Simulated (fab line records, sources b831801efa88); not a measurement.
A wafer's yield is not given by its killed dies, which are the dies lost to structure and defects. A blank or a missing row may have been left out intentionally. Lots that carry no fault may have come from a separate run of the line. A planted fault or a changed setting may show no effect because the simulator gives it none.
2 desks looking at one fault + flow gf180mcu + each desk holds nothing but its own numbers, with what lay behind them at the end

== FOR THE TOOL OWNER'S DESK: pvd_sputter-04 ==
The tool's own readings at GF_SALICIDE_SPUTTER_03 (material TiN, target thk 20 nm, time 16.7 s): means of the sampled wafers that have a number, for each lot that ran on this tool. A lot is out of limits, marked OUT, if its mean lies more than 4 standard deviations from the usual mean; the brackets give that distance.
Columns: A = throttle_valve_pct at GF_SALICIDE_SPUTTER_03, usual 29.6 %
| lot  | first seen here | A    |
|------|-----------------|------|
| L730 | day 16 05:56    | 28.8 |
| L734 | day 17 18:01    | 30.1 |
| L743 | day 20 21:46    | 29.4 |
| L744 | day 21 10:06    | 28.6 |
This desk found nothing out of limits on any of the 4 lots.

== AT THE METROLOGY DESK ==
What the gauges read, lot by lot, whatever tool the lot ran on: means of the sampled wafers that have a number. A lot is out of limits, marked OUT, if its mean lies more than 4 standard deviations from the usual mean; the brackets give that distance.
Columns: A = HV_LDD_CVD_56_THK at GF_HV_LDD_THK_MEAS_57, usual 89.8 nm; B = SALICIDE_TIN_THK at GF_SALICIDE_THK_MEAS_05, usual 19.79 nm
| lot  | first seen here | A    | B     |
|------|-----------------|------|-------|
| L729 | day 13 01:11    | 88.2 | 19.74 |
| L730 | day 13 10:55    | 90.7 | 19.99 |
| L732 | day 13 21:23    | 89.4 | 19.91 |
| L733 | day 14 12:32    | 90.1 | 19.81 |
| L734 | day 14 19:10    | 89.5 | 19.89 |
| L736 | day 15 16:24    | 88.9 | 20.04 |
| L738 | day 15 22:47    | 89.5 | 20.05 |
| L743 | day 17 17:43    | 89.8 | 20.49 |
| L744 | day 18 06:02    | 89.2 | 20.53 |
| L745 | day 18 10:14    | 90.0 | 20.08 |
| L748 | day 19 11:08    | 90.8 | 19.89 |
| L750 | day 20 08:04    | 90.8 | 19.33 |
| L752 | day 20 20:13    | 90.4 | 20.07 |
This desk found nothing out of limits on any of the 13 lots.

== TAKEN TOGETHER ==
Nothing out of limits was seen by the tool owner's desk.
The metrology desk saw nothing out of limits.

== WHAT THE SIMULATOR HAD PUT IN ==
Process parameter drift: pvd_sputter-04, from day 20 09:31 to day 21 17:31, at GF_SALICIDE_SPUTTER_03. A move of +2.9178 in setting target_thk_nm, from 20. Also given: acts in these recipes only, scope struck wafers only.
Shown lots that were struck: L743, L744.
